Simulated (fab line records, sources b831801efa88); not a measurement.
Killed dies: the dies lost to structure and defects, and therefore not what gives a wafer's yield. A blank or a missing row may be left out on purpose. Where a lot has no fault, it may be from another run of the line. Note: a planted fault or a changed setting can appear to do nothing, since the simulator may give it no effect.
fab line records	flow sky130
[record] lots = 6	wafers = 18	last-day = 50
route steps=708 shown SD_P@327 RES_XHIGH@332 SD_N@342 SALICIDE@361 PAD_OPEN@708
lots with no fault: from the same line, run without faults
start-h: the number of hours between the record's first day and the start of the first shown wafer of the lot	wait-h: hours since the lot's step before	" identical to the entry in the row above	L1.1+2: several wafers, shown together as one row	- no value present, or no start provided	* or withheld: withheld	< > ~ a bound
route shown NAME@n: a module of which the file shows steps, and the number in the route of the first	usual: mean/standard deviation of fault-free wafers	same: alike in all rows	chamber/n: place in a boat	sites: each site's reading	_std_site: their standard deviation	_edge_site: mean of outer sites minus mean of inner sites	radius-mm: for every site, how far away it sits from the centre of the wafer	mask NAME#n: copy n	behind: the tool/chamber that last shaped the wafer	hold: cause of the lot's hold/its duration in hours/its outcome	device: transistor that didn't switch, given as n, p or np	end of line: the route-end tests of the same wafers	where a step has no rows: the recipe by itself	killed: dies that structure and defects cost at the first sort, which is not the same as the wafer's yield	map: per-die view of a wafer (x killed, . not killed, _ where there is no die)
set.NAME: the setting that was run; set.NAME@STEP: the one run at that earlier step	model.NAME: the simulator's own value behind a step, which no gauge read
lots at some steps of the route; a table a step, a row a wafer
services: when a tool's chamber went out of use (start-h, in hours from the record's first day, below 0 if earlier), for how many hours, and the reason
[[steps]]
[step SKY_SD_P_CD_MEAS_07]
[recipe] target-cd-nm = 380
[usual] cd-nm = 380.5/2.3
lot.wafer	tool	chamber	start-h	wait-h	cd-nm
L282.1	cd-sem-01	-	658.13	0.1	376.8
L282.4	"	-	"	"	381.0
L282.6	"	-	"	"	380.1
L281.2	cd-sem-01	-	659.15	0.2	378.9
L281.3	"	-	"	"	380.5
L281.4	"	-	"	"	380.0
L287.2	cd-sem-01	-	695.43	0.1	379.0
L287.3	"	-	"	"	380.9
L287.6	"	-	"	"	380.8
L290.1	cd-sem-02	-	727.36	0.1	379.1
L290.3	"	-	"	"	379.0
L290.6	"	-	"	"	374.5
L291.1	cd-sem-02	-	734.78	0.1	379.5
L291.2	"	-	"	"	379.3
L291.6	"	-	"	"	381.9
L293.1	cd-sem-01	-	756.21	0.1	382.7
L293.2	"	-	"	"	383.6
L293.6	"	-	"	"	383.1
[step SKY_SD_P_OVL_MEAS_08]
[usual] SD_P_OVL = 0.2/1.1
lot.wafer	tool	chamber	start-h	wait-h	SD_P_OVL[nm]
L282.1	overlay-01	-	658.25	0.1	-1.0
L282.4	"	-	"	"	0.2
L282.6	"	-	"	"	0.0
L281.2	overlay-01	-	659.26	0.1	-0.1
L281.3	"	-	"	"	-0.3
L281.4	"	-	"	"	0.8
L287.2	overlay-02	-	695.54	0.1	1.6
L287.3	"	-	"	"	0.6
L287.6	"	-	"	"	0.5
L290.1	overlay-01	-	727.48	0.1	-0.4
L290.3	"	-	"	"	-0.6
L290.6	"	-	"	"	0.9
L291.1	overlay-02	-	734.90	0.1	2.7
L291.2	"	-	"	"	2.1
L291.6	"	-	"	"	0.7
L293.1	overlay-02	-	756.33	0.1	-0.9
L293.2	"	-	"	"	-1.6
L293.6	"	-	"	"	-0.4
[step SKY_SD_P_IMPLANT_09]
[recipe] species = BF2	energy-kev = 20	dose-cm2 = 3e+15	tilt-deg = 0
[step SKY_SD_P_STRIP_10]
[recipe] chemistry = O2/N2	power-w = 1400	pressure-mtorr = 1500	platen-temp-c = withheld	o2-flow-sccm = 3000	n2-flow-sccm = 300	overash-fraction = 0.5
[usual] drypump-motor-current-A = 5.9/0.38	oes-product-au = 0.618/0.0041	strip-time-to-endpoint-s = 17.51/0.042
lot.wafer	tool	chamber	start-h	wait-h	drypump-motor-current-A	oes-product-au	rf-hours-counter-h	strip-time-to-endpoint-s
L282.1	plasma-asher-04	0	658.44	0.1	5.3	0.613	23	17.54
L282.4	"	0	"	"	5.3	0.616	-	17.53
L282.6	"	0	"	"	5.3	0.616	-	17.51
L281.2	plasma-asher-01	0	659.44	0.1	6.3	0.619	55	17.49
L281.3	"	0	"	"	6.3	0.622	-	17.46
L281.4	"	1	"	"	6.5	0.622	-	17.53
L287.2	plasma-asher-02	0	695.72	0.1	5.6	0.616	94	17.51
L287.3	"	0	"	"	5.6	0.620	-	17.52
L287.6	"	1	"	"	6.0	0.613	-	17.55
L290.1	plasma-asher-02	1	727.67	0.1	6.0	0.612	97	17.58
L290.3	"	0	"	"	5.6	0.615	-	17.53
L290.6	"	1	"	"	6.0	0.618	-	17.50
L291.1	plasma-asher-04	0	735.09	0.1	5.2	0.618	30	17.51
L291.2	"	1	"	"	6.0	0.613	30	17.52
L291.6	"	0	"	"	5.3	0.616	-	17.48
L293.1	plasma-asher-02	0	756.52	0.1	5.6	0.606	1	17.46
L293.2	"	1	"	"	6.0	0.614	1	17.50
L293.6	"	0	"	"	5.6	0.615	-	17.46
[step SKY_SD_P_TW_MEAS_11]
[usual] SD_P_TW = 2814/30
lot.wafer	tool	chamber	start-h	wait-h	SD_P_TW
L282.1	film-metro-04	-	658.54	0.1	2789
L282.4	"	-	"	"	2812
L282.6	"	-	"	"	2810
L281.2	film-metro-01	-	659.55	0.1	2879
L281.3	"	-	"	"	2865
L281.4	"	-	"	"	2872
L287.2	film-metro-02	-	695.83	0.1	2802
L287.3	"	-	"	"	2805
L287.6	"	-	"	"	2787
L290.1	film-metro-01	-	727.77	0.1	2890
L290.3	"	-	"	"	2887
L290.6	"	-	"	"	2869
L291.1	film-metro-04	-	735.19	0.1	2815
L291.2	"	-	"	"	2822
L291.6	"	-	"	"	2827
L293.1	film-metro-02	-	756.62	0.1	2792
L293.2	"	-	"	"	2786
L293.6	"	-	"	"	2780
[step SKY_RES_XHIGH_DEHYDRATE_00]
[recipe] temp-c = 200	time-s = 60
[step SKY_RES_XHIGH_HMDS_01]
[recipe] prime-time-s = 60	prime-temp-c = 120
[step SKY_RES_XHIGH_COAT_02]
[recipe] resist = NOVOLAK	spin-rpm = 3000	resist-thk-nm = 1140
[step SKY_RES_XHIGH_SOFTBAKE_03]
[recipe] temp-c = 90	time-s = 60	resist = NOVOLAK
[step SKY_RES_XHIGH_EXPOSE_04]
[recipe] mask-id = URPM	na = 0.6	source-shape = conventional	sigma-outer = 0.6	polarization = unpolarized	target-cd-nm = 1270	dose-mj = 140
[step SKY_RES_XHIGH_PEB_05]
[recipe] temp-c = withheld	time-s = *	resist = NOVOLAK
[step SKY_RES_XHIGH_DEVELOP_06]
[recipe] resist = NOVOLAK	developer = TMAH	develop-time-s = 60	dev-temp-c = 23
[step SKY_RES_XHIGH_IMPLANT_07]
[recipe] species = BF2	energy-kev = 20	dose-cm2 = 3.6e+14	tilt-deg = 0
[usual] beam-on-s = 38.9/1.6	dose-ions-cm2 = 3.601e+14/3.6e+11	end-station-pressure-torr = 5.22e-06/2.5e-07
lot.wafer	tool	chamber	start-h	wait-h	beam-on-s	dose-ions-cm2	end-station-pressure-torr
L282.1	implanter-01	0	686.56	0.1	70.7	6.35e+14	5.76e-06
L282.4	"	0	"	"	70.4	6.352e+14	5.12e-06
L282.6	"	0	"	"	69.5	6.354e+14	5.56e-06
L281.2	implanter-01	0	688.09	0.1	70.9	6.349e+14	5.03e-06
L281.3	"	0	"	"	70.6	6.353e+14	4.98e-06
L281.4	"	0	"	"	72.1	6.346e+14	4.99e-06
L287.2	implanter-02	0	723.69	0.1	37.5	3.6e+14	5e-06
L287.3	"	0	"	"	37.8	3.6e+14	5.58e-06
L287.6	"	0	"	"	36.1	3.597e+14	5.19e-06
L290.1	implanter-04	0	755.76	0.1	38.7	3.597e+14	5.17e-06
L290.3	"	0	"	"	39.5	3.605e+14	5.32e-06
L290.6	"	0	"	"	37.3	3.6e+14	5.1e-06
L291.1	implanter-01	0	763.23	0.1	41.3	3.604e+14	4.99e-06
L291.2	"	0	"	"	41.0	3.605e+14	4.95e-06
L291.6	"	0	"	"	40.8	3.602e+14	5.48e-06
L293.1	implanter-04	0	784.31	0.1	37.9	3.604e+14	4.91e-06
L293.2	"	0	"	"	37.7	3.599e+14	5.18e-06
L293.6	"	0	"	"	38.3	3.607e+14	5.48e-06
[step SKY_RES_XHIGH_STRIP_08]
[recipe] chemistry = O2/N2	power-w = 1400	pressure-mtorr = 1500	platen-temp-c = withheld	o2-flow-sccm = 3000	n2-flow-sccm = 300	overash-fraction = 0.5
[usual] drypump-motor-current-A = 5.75/0.26	oes-product-au = 0.711/0.0044	strip-time-to-endpoint-s = 14.26/0.045
lot.wafer	tool	chamber	start-h	wait-h	drypump-motor-current-A	oes-product-au	rf-hours-counter-h	strip-time-to-endpoint-s
L282.1	plasma-asher-03	1	686.71	0.1	5.90	0.692	89	14.83
L282.4	"	1	"	"	5.90	0.690	-	14.85
L282.6	"	0	"	"	5.53	0.692	-	14.80
L281.2	plasma-asher-02	0	688.21	0.1	5.63	0.689	94	14.81
L281.3	"	0	"	"	5.63	0.692	-	14.87
L281.4	"	1	"	"	6.02	0.685	-	14.82
L287.2	plasma-asher-04	1	723.81	0.1	6.03	0.705	29	14.27
L287.3	"	0	"	"	5.25	0.712	-	14.22
L287.6	"	0	"	"	5.26	0.713	-	14.25
L290.1	plasma-asher-04	0	755.91	0.1	5.27	0.712	33	14.26
L290.3	"	1	"	"	5.98	0.713	-	14.25
L290.6	"	1	"	"	5.98	0.715	-	14.22
L291.1	plasma-asher-02	0	763.38	0.1	5.62	0.711	2	14.25
L291.2	"	1	"	"	6.02	0.718	2	14.22
L291.6	"	0	"	"	5.62	0.708	-	14.25
L293.1	plasma-asher-02	1	784.46	0.1	5.99	0.720	3	14.28
L293.2	"	0	"	"	5.61	0.715	3	14.35
L293.6	"	1	"	"	5.99	0.715	-	14.27
[step SKY_RES_XHIGH_TW_MEAS_09]
[usual] RES_XHIGH_TW = 1635/20
lot.wafer	tool	chamber	start-h	wait-h	RES_XHIGH_TW
L282.1	film-metro-02	-	686.81	0.1	1915
L282.4	"	-	"	"	1912
L282.6	"	-	"	"	1903
L281.2	film-metro-02	-	688.32	0.1	1912
L281.3	"	-	"	"	1921
L281.4	"	-	"	"	1918
L287.2	film-metro-02	-	723.92	0.1	1617
L287.3	"	-	"	"	1621
L287.6	"	-	"	"	1626
L290.1	film-metro-01	-	756.01	0.1	1646
L290.3	"	-	"	"	1657
L290.6	"	-	"	"	1659
L291.1	film-metro-02	-	763.48	0.1	1626
L291.2	"	-	"	"	1619
L291.6	"	-	"	"	1614
L293.1	film-metro-01	-	784.56	0.1	1658
L293.2	"	-	"	"	1660
L293.6	"	-	"	"	1654
[step SKY_SD_N_DEHYDRATE_00]
[recipe] temp-c = 200	time-s = 60
[step SKY_SD_N_HMDS_01]
[recipe] prime-time-s = 60	prime-temp-c = 120
[step SKY_SD_N_COAT_02]
[recipe] resist = NOVOLAK	spin-rpm = 3000	resist-thk-nm = 1140
[step SKY_SD_N_SOFTBAKE_03]
[recipe] temp-c = 90	time-s = 60	resist = NOVOLAK
[step SKY_SD_N_EXPOSE_04]
[recipe] mask-id = NSDM	na = 0.6	source-shape = conventional	sigma-outer = 0.6	polarization = unpolarized	target-cd-nm = 380	dose-mj = 141
[step SKY_SD_N_PEB_05]
[recipe] temp-c = withheld	time-s = *	resist = NOVOLAK
[step SKY_SD_N_DEVELOP_06]
[recipe] resist = NOVOLAK	developer = TMAH	develop-time-s = 60	dev-temp-c = 23
[step SKY_SD_N_CD_MEAS_07]
[recipe] target-cd-nm = 380
[usual] cd-nm = 380.1/2.3
lot.wafer	tool	chamber	start-h	wait-h	cd-nm
L282.1	cd-sem-01	-	715.53	0.2	378.7
L282.4	"	-	"	"	379.1
L282.6	"	-	"	"	379.3
L281.2	cd-sem-02	-	716.98	0.1	378.5
L281.3	"	-	"	"	381.3
L281.4	"	-	"	"	382.4
L287.2	cd-sem-02	-	751.91	0.1	378.0
L287.3	"	-	"	"	378.3
L287.6	"	-	"	"	378.8
L290.1	cd-sem-01	-	783.74	0.1	376.5
L290.3	"	-	"	"	381.9
L290.6	"	-	"	"	381.8
L291.1	cd-sem-01	-	791.24	0.1	378.3
L291.2	"	-	"	"	379.8
L291.6	"	-	"	"	379.2
L293.1	cd-sem-01	-	811.07	0.1	378.9
L293.2	"	-	"	"	380.5
L293.6	"	-	"	"	378.3
[step SKY_SD_N_OVL_MEAS_08]
[usual] SD_N_OVL = 0.2/1.6
lot.wafer	tool	chamber	start-h	wait-h	SD_N_OVL[nm]
L282.1	overlay-01	-	715.65	0.1	-1.8
L282.4	"	-	"	"	-0.6
L282.6	"	-	"	"	-0.5
L281.2	overlay-02	-	717.09	0.1	-1.6
L281.3	"	-	"	"	-1.8
L281.4	"	-	"	"	-2.4
L287.2	overlay-01	-	752.01	0.1	0.9
L287.3	"	-	"	"	-0.3
L287.6	"	-	"	"	-1.4
L290.1	overlay-01	-	783.86	0.1	3.0
L290.3	"	-	"	"	2.2
L290.6	"	-	"	"	2.2
L291.1	overlay-02	-	791.36	0.1	0.9
L291.2	"	-	"	"	-0.1
L291.6	"	-	"	"	1.1
L293.1	overlay-02	-	811.19	0.1	2.4
L293.2	"	-	"	"	2.9
L293.6	"	-	"	"	2.4
[step SKY_SD_N_IMPLANT_09]
[recipe] species = As	energy-kev = 50	dose-cm2 = 4e+15	tilt-deg = 0
[step SKY_SD_N_IMPLANT_10]
[recipe] species = P	energy-kev = 20	dose-cm2 = 1e+14	tilt-deg = 0
[step SKY_SD_N_STRIP_11]
[recipe] chemistry = O2/N2	power-w = 1400	pressure-mtorr = 1500	platen-temp-c = withheld	o2-flow-sccm = 3000	n2-flow-sccm = 300	overash-fraction = 0.5
[usual] drypump-motor-current-A = 5.9/0.42	oes-product-au = 0.527/0.0045	strip-time-to-endpoint-s = 22.53/0.052
lot.wafer	tool	chamber	start-h	wait-h	drypump-motor-current-A	oes-product-au	rf-hours-counter-h	strip-time-to-endpoint-s
L282.1	plasma-asher-01	0	715.99	0.1	6.3	0.526	60	22.44
L282.4	"	1	"	"	6.5	0.523	-	22.46
L282.6	"	0	"	"	6.2	0.515	-	22.48
L281.2	plasma-asher-03	0	717.42	0.1	5.5	0.531	93	22.57
L281.3	"	0	"	"	5.6	0.519	-	22.58
L281.4	"	1	"	"	5.9	0.534	-	22.54
L287.2	plasma-asher-04	1	752.34	0.1	6.0	0.533	32	22.47
L287.3	"	1	"	"	5.9	0.526	-	22.49
L287.6	"	0	"	"	5.2	0.523	-	22.53
L290.1	plasma-asher-04	1	784.19	0.1	6.0	0.534	35	22.53
L290.3	"	1	"	"	6.0	0.530	-	22.58
L290.6	"	0	"	"	5.2	0.531	-	22.56
L291.1	plasma-asher-03	1	791.69	0.1	5.9	0.530	100	22.59
L291.2	"	0	"	"	5.5	0.521	100	22.56
L291.6	"	1	"	"	5.9	0.521	-	22.59
L293.1	plasma-asher-03	0	811.52	0.1	5.5	0.528	102	22.46
L293.2	"	1	"	"	5.9	0.529	102	22.48
L293.6	"	0	"	"	5.5	0.526	-	22.48
[step SKY_SD_N_TW_MEAS_12]
[usual] SD_N_TW = 3986/41
lot.wafer	tool	chamber	start-h	wait-h	SD_N_TW
L282.1	film-metro-04	-	716.09	0.1	3988
L282.4	"	-	"	"	3993
L282.6	"	-	"	"	3966
L281.2	film-metro-04	-	717.53	0.1	3955
L281.3	"	-	"	"	3970
L281.4	"	-	"	"	3959
L287.2	film-metro-01	-	752.45	0.1	4005
L287.3	"	-	"	"	3984
L287.6	"	-	"	"	4014
L290.1	film-metro-01	-	784.29	0.1	4017
L290.3	"	-	"	"	4000
L290.6	"	-	"	"	4018
L291.1	film-metro-04	-	791.79	0.1	3961
L291.2	"	-	"	"	3957
L291.6	"	-	"	"	3963
L293.1	film-metro-02	-	811.62	0.1	3916
L293.2	"	-	"	"	3925
L293.6	"	-	"	"	3917
[step SKY_SD_N_CLEAN_13]
[recipe] chemistry = SC1/SC2	mix = 1:4:20	temp-c = 70	time-s = 150	dry = n2-spin
[step SKY_SD_N_RTA_14]
[recipe] temp-c = 1075	time-s = 2	idle-temp-c = 650	ramp-up-c-per-s = 150	ramp-down-c-per-s = 90	ambient = N2
[usual] lamp-power-pct = 15.73/0.053	wafer_temp_C_max = 1078.1/1.5
lot.wafer	tool	chamber	start-h	wait-h	lamp-power-pct	wafer_temp_C_max
L282.1	rtp-anneal-01	0	716.20	0.0	15.70	1078.5
L282.4	"	0	"	"	15.75	1078.0
L282.6	"	0	"	"	15.77	1077.3
L281.2	rtp-anneal-02	0	717.64	0.0	15.65	1076.6
L281.3	"	0	"	"	15.67	1079.7
L281.4	"	0	"	"	15.72	1076.1
L287.2	rtp-anneal-01	0	752.56	0.0	15.69	1076.4
L287.3	"	0	"	"	15.75	1077.4
L287.6	"	0	"	"	15.79	1078.5
L290.1	rtp-anneal-02	0	784.40	0.0	15.75	1076.4
L290.3	"	0	"	"	15.80	1077.4
L290.6	"	0	"	"	15.67	1081.3
L291.1	rtp-anneal-01	0	791.91	0.0	15.70	1078.8
L291.2	"	0	"	"	15.82	1076.9
L291.6	"	0	"	"	15.77	1077.1
L293.1	rtp-anneal-01	0	811.73	0.0	15.86	1076.8
L293.2	"	0	"	"	15.64	1079.5
L293.6	"	0	"	"	15.80	1079.8
[step SKY_SD_N_RS_MEAS_16]
[recipe] thk-meas-gauge = four-point-probe
[usual] SD_N_RS = 68.59/0.1
lot.wafer	tool	chamber	start-h	wait-h	SD_N_RS[ohm/sq]
L282.1	film-metro-04	-	716.37	0.1	68.56
L282.4	"	-	"	"	68.72
L282.6	"	-	"	"	68.65
L281.2	film-metro-02	-	717.83	0.1	68.54
L281.3	"	-	"	"	68.76
L281.4	"	-	"	"	68.61
L287.2	film-metro-01	-	752.74	0.1	68.65
L287.3	"	-	"	"	68.52
L287.6	"	-	"	"	68.29
L290.1	film-metro-04	-	784.57	0.1	68.67
L290.3	"	-	"	"	68.58
L290.6	"	-	"	"	68.72
L291.1	film-metro-01	-	792.08	0.1	68.61
L291.2	"	-	"	"	68.50
L291.6	"	-	"	"	68.56
L293.1	film-metro-01	-	811.90	0.1	68.41
L293.2	"	-	"	"	68.49
L293.6	"	-	"	"	68.44
[step SKY_SD_N_RS_MEAS_17]
[recipe] thk-meas-gauge = four-point-probe
[usual] SD_P_RS = 147.2/0.31
lot.wafer	tool	chamber	start-h	wait-h	SD_P_RS[ohm/sq]
L282.1	film-metro-04	-	716.49	0.1	147.3
L282.4	"	-	"	"	147.6
L282.6	"	-	"	"	147.3
L281.2	film-metro-02	-	717.95	0.1	147.3
L281.3	"	-	"	"	147.6
L281.4	"	-	"	"	147.3
L287.2	film-metro-01	-	752.86	0.1	146.6
L287.3	"	-	"	"	147.1
L287.6	"	-	"	"	146.8
L290.1	film-metro-04	-	784.69	0.1	147.3
L290.3	"	-	"	"	147.0
L290.6	"	-	"	"	147.1
L291.1	film-metro-01	-	792.20	0.1	147.0
L291.2	"	-	"	"	147.0
L291.6	"	-	"	"	147.4
L293.1	film-metro-01	-	812.02	0.1	147.2
L293.2	"	-	"	"	147.4
L293.6	"	-	"	"	146.8
[step SKY_SD_N_RS_MEAS_18]
[recipe] thk-meas-gauge = four-point-probe
[usual] RES_XHIGH_RS = 333.7/1.3
lot.wafer	tool	chamber	start-h	wait-h	RES_XHIGH_RS[ohm/sq]
L282.1	film-metro-04	-	716.61	0.1	219.3
L282.4	"	-	"	"	219.0
L282.6	"	-	"	"	218.9
L281.2	film-metro-02	-	718.07	0.1	218.3
L281.3	"	-	"	"	218.4
L281.4	"	-	"	"	218.0
L287.2	film-metro-01	-	752.98	0.1	334.8
L287.3	"	-	"	"	333.9
L287.6	"	-	"	"	334.4
L290.1	film-metro-04	-	784.81	0.1	336.7
L290.3	"	-	"	"	334.9
L290.6	"	-	"	"	335.5
L291.1	film-metro-01	-	792.32	0.1	332.3
L291.2	"	-	"	"	332.4
L291.6	"	-	"	"	333.9
L293.1	film-metro-01	-	812.14	0.1	332.6
L293.2	"	-	"	"	333.3
L293.6	"	-	"	"	333.0
[step SKY_SALICIDE_CLEAN_00]
[recipe] chemistry = HF-last	time-s = 30	dilution = 100:1	dry = ipa-marangoni
[step SKY_PAD_OPEN_PROBE_99]
[usual] killed_at_M0_to_M3 = 42/6.6	killed_at_M4_up = 3.1/1.9	killed-at-contacts = 25/5.7	killed-at-front-end = 16/5	killed-at-other = 0.2/0.38	killed-dies = 86/9.6	killed-open = 47/7.2	killed-short = 39/6.2
[same] gross-dies = 492	killed-at-back-side = 0
lot.wafer	tool	chamber	start-h	wait-h	killed_at_M0_to_M3	killed_at_M4_up	killed-at-contacts	killed-at-front-end	killed-at-other	killed-dies	killed-open	killed-short	model.etest.res-xhigh-po.line-ohm-um	model.etest.res-xhigh-po.rs-ohm-sq
L281.2	prober-01	-	1128.63	0.1	43	5	23	17	0	88	46	42	2251	768.1
L281.3	prober-01	-	1128.68	0.2	50	2	23	25	0	100	54	46	2249	785.1
L281.4	prober-01	-	1128.73	0.2	43	3	22	17	0	85	45	40	2171	771
L282.1	prober-02	-	1130.08	0.1	50	4	30	25	0	109	58	51	2328	813.2
L282.4	prober-02	-	1130.23	0.2	37	5	22	17	0	81	39	42	2275	777.9
L282.6	prober-02	-	1130.33	0.2	37	4	19	14	0	74	38	36	2314	796.6
L287.2	prober-01	-	1154.24	0.1	46	0	23	16	0	85	47	38	5601	1929
L287.3	prober-01	-	1154.29	0.2	32	1	27	18	0	78	38	40	5526	1948
L287.6	prober-01	-	1154.44	0.2	32	3	24	21	0	80	42	38	5676	1957
L290.1	prober-02	-	1177.05	0.1	32	1	21	21	0	75	41	34	5515	1968
L290.3	prober-02	-	1177.15	0.2	35	4	36	17	0	92	61	31	5712	2005
L290.6	prober-02	-	1177.30	0.2	48	6	27	18	0	99	60	39	5768	2006
L291.1	prober-01	-	1178.66	0.1	38	5	20	14	0	77	47	30	5898	2043
L291.2	prober-01	-	1178.71	0.1	38	1	28	15	0	82	44	38	5990	2060
L291.6	prober-01	-	1178.91	0.2	42	3	19	20	1	85	46	39	5936	2044
L293.1	prober-01	-	1191.85	0.1	36	6	23	12	0	77	41	36	5706	2020
L293.2	prober-01	-	1191.90	0.1	42	5	25	14	0	86	46	40	5446	1910
L293.6	prober-01	-	1192.10	0.2	43	2	32	20	0	97	49	48	5755	2010
// killed by level:class
L281.2 LI_CONTACT:geometric-particle:open=14 VIA1:geometric-particle:open=10 VIA2:geometric-particle:open=7 METAL1:geometric-particle:short=6 FIELD_ISO:geometric-particle:short=5 METAL2:geometric-particle:short=5 METAL4:geometric-particle:short=5 VIA3:geometric-particle:open=4
L281.3 CONTACT:geometric-particle:open=9 VIA3:geometric-particle:open=9 VIA1:geometric-particle:open=8 METAL2:geometric-particle:short=7 POLY_GATE:geometric-particle:open=6 POLY_GATE:geometric-particle:short=5 LI_CONTACT:geometric-particle:open=5 CONTACT:geometric-particle:short=5
L281.4 METAL2:geometric-particle:short=11 CONTACT:geometric-particle:open=9 VIA1:geometric-particle:open=8 LI_CONTACT:geometric-particle:open=7 POLY_GATE:geometric-particle:short=5 METAL1:geometric-particle:short=5 VIA2:geometric-particle:open=4 VIA3:geometric-particle:open=4
L282.1 POLY_GATE:geometric-particle:short=12 VIA1:geometric-particle:open=12 CONTACT:geometric-particle:open=10 LI_CONTACT:geometric-particle:open=8 VIA2:geometric-particle:open=8 FIELD_ISO:geometric-particle:short=7 METAL1:geometric-particle:short=7 LI_CONTACT:geometric-particle:short=5
L282.4 VIA1:geometric-particle:open=9 METAL1:geometric-particle:short=7 POLY_GATE:geometric-particle:short=7 CONTACT:geometric-particle:short=6 CONTACT:geometric-particle:open=6 VIA3:geometric-particle:open=6 LI_CONTACT:geometric-particle:open=5 LOCAL_INTERCONNECT:geometric-particle:short=5
L282.6 VIA1:geometric-particle:open=13 CONTACT:geometric-particle:short=6 FIELD_ISO:geometric-particle:short=5 CONTACT:geometric-particle:open=5 VIA3:geometric-particle:short=5 LI_CONTACT:geometric-particle:open=4 FIELD_ISO:geometric-particle:open=3 POLY_GATE:geometric-particle:short=3
L287.2 CONTACT:geometric-particle:open=10 VIA1:geometric-particle:open=10 VIA2:geometric-particle:open=7 VIA3:geometric-particle:open=7 METAL1:geometric-particle:short=6 LI_CONTACT:geometric-particle:open=6 VIA1:geometric-particle:short=6 POLY_GATE:geometric-particle:short=5
L287.3 CONTACT:geometric-particle:open=8 LI_CONTACT:geometric-particle:open=7 VIA1:geometric-particle:short=6 CONTACT:geometric-particle:short=5 VIA1:geometric-particle:open=5 VIA3:geometric-particle:open=4 FIELD_ISO:geometric-particle:open=3 FIELD_ISO:geometric-particle:short=3
L287.6 LI_CONTACT:geometric-particle:open=9 VIA1:geometric-particle:open=9 CONTACT:geometric-particle:open=8 FIELD_ISO:geometric-particle:short=6 VIA1:geometric-particle:short=5 FIELD_ISO:geometric-particle:open=4 POLY_GATE:geometric-particle:short=4 VIA2:geometric-particle:short=4
L290.1 VIA1:geometric-particle:open=8 VIA3:geometric-particle:open=8 FIELD_ISO:geometric-particle:short=7 LI_CONTACT:geometric-particle:open=7 LOCAL_INTERCONNECT:geometric-particle:short=6 POLY_GATE:geometric-particle:short=5 FIELD_ISO:geometric-particle:open=4 SPACER:geometric-particle:open=4
L290.3 CONTACT:geometric-particle:open=16 LI_CONTACT:geometric-particle:open=12 METAL1:geometric-particle:short=10 VIA1:geometric-particle:open=9 LOCAL_INTERCONNECT:geometric-particle:short=6 VIA2:geometric-particle:open=5 FIELD_ISO:geometric-particle:open=4 VIA3:geometric-particle:open=4
L290.6 VIA1:geometric-particle:open=11 CONTACT:geometric-particle:open=9 VIA3:geometric-particle:open=8 LI_CONTACT:geometric-particle:open=7 CONTACT:geometric-particle:short=7 FIELD_ISO:geometric-particle:open=6 METAL1:geometric-particle:short=6 METAL1:geometric-particle:open=5
L291.1 CONTACT:geometric-particle:open=14 VIA1:geometric-particle:open=10 VIA2:geometric-particle:open=6 VIA1:geometric-particle:short=5 VIA3:geometric-particle:open=4 FIELD_ISO:geometric-particle:open=3 FIELD_ISO:geometric-particle:short=3 METAL4:geometric-particle:short=3
L291.2 VIA1:geometric-particle:open=10 CONTACT:geometric-particle:short=8 VIA3:geometric-particle:open=8 CONTACT:geometric-particle:open=7 LI_CONTACT:geometric-particle:open=6 LOCAL_INTERCONNECT:geometric-particle:short=6 FIELD_ISO:geometric-particle:short=5 METAL1:geometric-particle:short=5
L291.6 VIA1:geometric-particle:open=9 METAL2:geometric-particle:short=7 LI_CONTACT:geometric-particle:open=6 CONTACT:geometric-particle:open=6 POLY_GATE:geometric-particle:open=5 METAL1:geometric-particle:open=5 FIELD_ISO:geometric-particle:open=4 POLY_GATE:geometric-particle:short=4
L293.1 CONTACT:geometric-particle:short=8 LI_CONTACT:geometric-particle:open=7 VIA1:geometric-particle:open=7 VIA1:geometric-particle:short=6 CONTACT:geometric-particle:open=5 METAL1:geometric-particle:open=4 METAL4:geometric-particle:short=4 METAL2:geometric-particle:short=4
L293.2 CONTACT:geometric-particle:short=8 VIA1:geometric-particle:open=8 VIA3:geometric-particle:open=7 VIA2:geometric-particle:open=6 CONTACT:geometric-particle:open=6 METAL2:geometric-particle:short=5 VIA1:geometric-particle:short=4 POLY_GATE:geometric-particle:short=4
L293.6 VIA1:geometric-particle:open=10 LI_CONTACT:geometric-particle:open=9 CONTACT:geometric-particle:open=9 FIELD_ISO:geometric-particle:short=7 CONTACT:geometric-particle:short=7 VIA3:geometric-particle:open=7 METAL1:geometric-particle:short=6 POLY_GATE:geometric-particle:short=5
[[services]]
tool	chamber	start-h	hours	kind
rtp-anneal-01	-	650.20	1.3	repair
plasma-asher-01	-	671.89	0.4	repair
plasma-asher-04	-	679.80	14.6	pm
implanter-01	-	696.13	2.4	repair
implanter-04	-	711.90	2.2	repair
plasma-asher-01	-	727.87	5.4	repair
plasma-asher-03	-	728.32	3.5	repair
plasma-asher-02	-	733.75	9.0	pm
plasma-asher-02	0	733.75	9.0	vent-cycle
plasma-asher-02	1	733.75	9.0	vent-cycle
plasma-asher-02	0	742.75	-	clean
plasma-asher-02	1	742.75	-	clean
plasma-asher-02	-	772.40	2.8	repair
plasma-asher-04	-	778.07	1.8	repair
plasma-asher-03	-	789.14	1.6	repair
[[key]]
[first-sign] step = SKY_RES_XHIGH_IMPLANT_07	reading = dose-ions-cm2	direction = up	sigmas = 99+	usual = *	struck = *
[effect] step = SKY_RES_XHIGH_IMPLANT_07	reading = beam-on-s	direction = up	sigmas = 20	usual = 38.9	struck = 70.7
[effect] step = SKY_RES_XHIGH_STRIP_08	reading = strip-time-to-endpoint-s	direction = up	sigmas = 12	usual = *	struck = *
[effect] step = SKY_RES_XHIGH_TW_MEAS_09	reading = RES_XHIGH_TW	direction = up	sigmas = 14	usual = 1635	struck = 1914
[effect] step = SKY_SD_N_RS_MEAS_18	reading = RES_XHIGH_RS	direction = down	sigmas = 86	usual = 333.7	struck = 218.6
[model-effect] step = SKY_PAD_OPEN_PROBE_99	value = etest.res-xhigh-po.line-ohm-um	without = 5797	struck = 2265
met-at SKY_RES_XHIGH_IMPLANT_07
struck-wafers L281.2,L281.3,L281.4,L282.1,L282.4,L282.6
tester-left-out L281,L282
[fault] kind = process-parameter-drift	tool = implanter-01	chamber = -	onset-h = 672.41	steps = SKY_RES_XHIGH_IMPLANT_07	channel = dose-cm2	offset = *	shape = step	end-h = 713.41	acts-in = *	stated = *
// tester-left-out: of these lots the tester's yield and bins aren't shown, on N5 and GAA mostly nor the transistor test; their killed dies are dies lost to structure and defects alone, not to doping, threshold or leakage, so they don't give the yield
